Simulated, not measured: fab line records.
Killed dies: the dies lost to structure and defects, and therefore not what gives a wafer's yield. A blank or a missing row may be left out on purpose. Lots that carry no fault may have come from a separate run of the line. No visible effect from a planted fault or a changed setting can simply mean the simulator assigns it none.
Comparing a struck lot with a sound one	flow sfq line	41 steps out of a route of 325
Sound: these wafers, L709.2, L709.4, L709.5. Struck: wafer L695.1 (left out: L695.3, L695.5 of the same lot, which were not struck); the cause appears at the end.
Each step with rows lists, per side, the tool, then ch with its chambers, then its first start. Under that, the readings that differ: sound wafers	struck wafers	difference of the means	sigmas: that difference in standard deviations of wafers without a fault.
alike: same words and numbers on both sides, and readings whose means sit less than 2 such deviations apart. not compared: any withheld reading, any reading some wafer has no value for, any bound like >300 that may hide the same value, and any number with overlapping values for which the record gives no deviation.
Wherever a step has rows on one side only, a row that says differs or no value, or a row with sigmas, the two part there. Non-overlapping numbers with no deviation appear without sigmas and do not part them. Lack of a reading on every wafer of one side parts them only where that side has two or more wafers.

first, 6 steps without rows for these wafers: SFQ_TRILAYER_M7_LITHO_COAT_182 (resist thk 62 nm); SFQ_TRILAYER_M7_LITHO_COAT_177 (resist thk 600 nm); SFQ_TRILAYER_M7_LITHO_SOFTBAKE_181; SFQ_TRILAYER_M7_LITHO_EXPOSE_178 (exposes mask M7, target cd 500 nm); SFQ_TRILAYER_M7_LITHO_PEB_180 (peb time 60 s); SFQ_TRILAYER_M7_LITHO_DEVELOP_179 (time 60 s).
SFQ_M7_OVL_MEAS_945:
  struck on overlay-01, day 76 06:43; sound on overlay-01, day 86 10:48
  alike: M7_OVL
SFQ_TRILAYER_M7_BARC_OPEN_METAL_ETCH_229: etches BARC in O2, target depth 125 nm, time 41.7 s.
  sound on rie metal-04 ch 0,1, day 86 10:50; struck on rie metal-02 ch 0, day 76 06:46
  alike: chamber pressure mTorr, drypump motor current A, oes product au, rf fwd power W
  not compared: rf hours counter h
then, 1 step without rows for these wafers: SFQ_TRILAYER_M7_ETCH_METAL_ETCH_180 (etches Nb in Cl2/Ar, stops on SiO2, target depth 240 nm, time 120 s).
SFQ_TRILAYER_M7_STRIP_STRIP_181: strips in O2.
  sound on rie metal-04 ch 0,1, day 86 11:01; struck on rie metal-02 ch 0, day 76 06:56
  alike: chamber pressure mTorr, drypump motor current A, oes product au
  not compared: rf hours counter h
then, 1 step without rows for these wafers: SFQ_TRILAYER_M7_STRIP_SOLV_CLEAN_182 (cleans in NMP, time 600 s).
SFQ_TRILAYER_I7_DEP_PECVD_183: deposits SiO2 from SiH4/N2O, time 111.11 s, target thk 500 nm.
  sound on pecvd-02 ch 0,1,2, day 86 11:50; struck on pecvd-04 ch 1, day 76 07:43
  alike: heater power w, rf fwd power W, throttle valve pct
SFQ_TRILAYER_I7_CMP_CMP_184: polishes SiO2.
  sound on cmp-02 ch 0,1,2, day 86 12:01; struck on cmp-02 ch 2, day 76 07:47
reading	sound	struck	difference	sigmas
time to endpoint s (s)	214 216 217	277	+61	+10
model.SiO2_of_TRILAYER_I7_DEP_PECVD_183.thk nm (nm)	200.4 201.6 199.6	306.1	+105.6	
  alike: motor current A
SFQ_I7_BOW_MEAS_946:
  struck on film metro-01, day 76 10:47; sound on film metro-04, day 86 15:02
  alike: I7_BOW
SFQ_TRILAYER_I7_METRO_MEASURE_185:
  struck on film metro-01, day 76 10:55; sound on film metro-04, day 86 15:20
reading	sound	struck	difference	sigmas
thk nm (nm)	200.4 201.7 199.7	306.0	+105.4	+96
then, 6 steps without rows for these wafers: SFQ_TRILAYER_I7_VIA_LITHO_COAT_192 (resist thk 62 nm); SFQ_TRILAYER_I7_VIA_LITHO_COAT_187 (resist thk 650 nm); SFQ_TRILAYER_I7_VIA_LITHO_SOFTBAKE_191; SFQ_TRILAYER_I7_VIA_LITHO_EXPOSE_188 (exposes mask I7, target cd 1000 nm); SFQ_TRILAYER_I7_VIA_LITHO_PEB_190 (peb time 60 s); SFQ_TRILAYER_I7_VIA_LITHO_DEVELOP_189 (time 60 s).
-- the record jumps here: 5 days lie between the struck wafers' starts before and after --
SFQ_I7_OVL_MEAS_947:
  struck on overlay-02, day 81 04:20; sound on overlay-01, day 87 02:30
  alike: I7_OVL
SFQ_TRILAYER_I7_VIA_BARC_OPEN_VIA_ETCH_260: etches BARC in O2, target depth 125 nm, time 41.7 s.
  sound on rie diel-02 ch 0,1, day 87 02:32; struck on rie diel-04 ch 1, day 81 04:22
reading	sound	struck	difference	sigmas
chamber pressure mTorr (mTorr)	30.017 29.957 29.968	30.060	+0.079	+3
rf fwd power W (W)	492.9 493.4 493.6	497.6	+4.3	+2
  alike: drypump motor current A, oes product au
  not compared: rf hours counter h
SFQ_TRILAYER_I7_VIA_ETCH_VIA_ETCH_190: etches SiO2 in CHF3, stops on Nb, target depth 260 nm.
  sound on rie diel-02 ch 0,1, day 87 02:34; struck on rie diel-04 ch 1, day 81 04:25
reading	sound	struck	difference	sigmas
oes product au (a.u.)	0.867 0.863 0.861	0.987	+0.123	+22
model.I7.feature depth nm (nm)	200.4 201.6 199.6	254.4	+53.9	
model.etch.depth nm (nm)	200.4 201.6 199.6	254.4	+53.9	
  alike: chamber pressure mTorr, drypump motor current A, rf fwd power W
SFQ_TRILAYER_I7_VIA_STRIP_STRIP_191: strips in O2.
  sound on rie metal-01 ch 0,1, day 87 02:41; struck on rie metal-02 ch 0, day 81 04:31
reading	sound	struck	difference	sigmas
oes product au (a.u.)	1.005 0.995 0.999	0.975	-0.025	-3
  alike: chamber pressure mTorr, drypump motor current A
  not compared: rf hours counter h
then, 8 steps without rows for these wafers: SFQ_TRILAYER_I7_VIA_STRIP_SOLV_CLEAN_192 (cleans in NMP, time 600 s); SFQ_TRILAYER_M8_LITHO_LOR_COAT_197; SFQ_TRILAYER_M8_LITHO_LOR_BAKE_198; SFQ_TRILAYER_M8_LITHO_COAT_193 (resist thk 600 nm); SFQ_TRILAYER_M8_LITHO_SOFTBAKE_199; SFQ_TRILAYER_M8_LITHO_EXPOSE_194 (exposes mask M8, target cd 2000 nm); SFQ_TRILAYER_M8_LITHO_PEB_196 (peb time 60 s); SFQ_TRILAYER_M8_LITHO_DEVELOP_195 (img clear 15 s, time 55 s).
-- the record jumps here: 4 days lie between the struck wafers' starts before and after --
SFQ_M8_OVL_MEAS_948:
  struck on overlay-01, day 85 04:27; sound on overlay-01, day 87 09:29
  alike: M8_OVL
then, 3 steps without rows for these wafers: SFQ_TRILAYER_M8_DEP_EVAP_197 (material Ti, target thk 20 nm, time 100 s); SFQ_TRILAYER_M8_DEP_EVAP_198 (material Pt, target thk 50 nm, time 250 s); SFQ_TRILAYER_M8_DEP_EVAP_196 (material Au, target thk 180 nm, time 900 s).
SFQ_M8_RS_MEAS_949: the measuring method here is four-point-probe.
  struck on film metro-03, day 85 05:14; sound on film metro-02, day 87 10:17
  alike: M8_AU_RS
SFQ_M8_THK_MEAS_950: measures by xrf.
  struck on film metro-03, day 85 05:21; sound on film metro-02, day 87 10:23
  alike: M8_AU_THK
then, 1 step without rows for these wafers: SFQ_TRILAYER_M8_LIFTOFF_LIFTOFF_197 (chemistry NMP, time 600 s).
SFQ_M8_BOW_MEAS_951:
  struck on film metro-04, day 85 05:35; sound on film metro-04, day 87 10:38
reading	sound	struck	difference	sigmas
model.etest.i7.link ohm	1.054 1.06 1.057	1e+06	+1e+06	
  alike: M8_BOW

## WHERE THEY PART
First at SFQ_TRILAYER_I7_CMP_CMP_184; last, within this record, at SFQ_TRILAYER_I7_VIA_STRIP_STRIP_191. Later steps at which nothing parts them and some readings are alike: SFQ_M8_OVL_MEAS_948, SFQ_M8_RS_MEAS_949, SFQ_M8_THK_MEAS_950, SFQ_M8_BOW_MEAS_951.

WHY: what the simulator had put in
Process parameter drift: cmp-02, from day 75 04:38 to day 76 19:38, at SFQ_TRILAYER_I7_CMP_CMP_184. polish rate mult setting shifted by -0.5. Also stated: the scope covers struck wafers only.
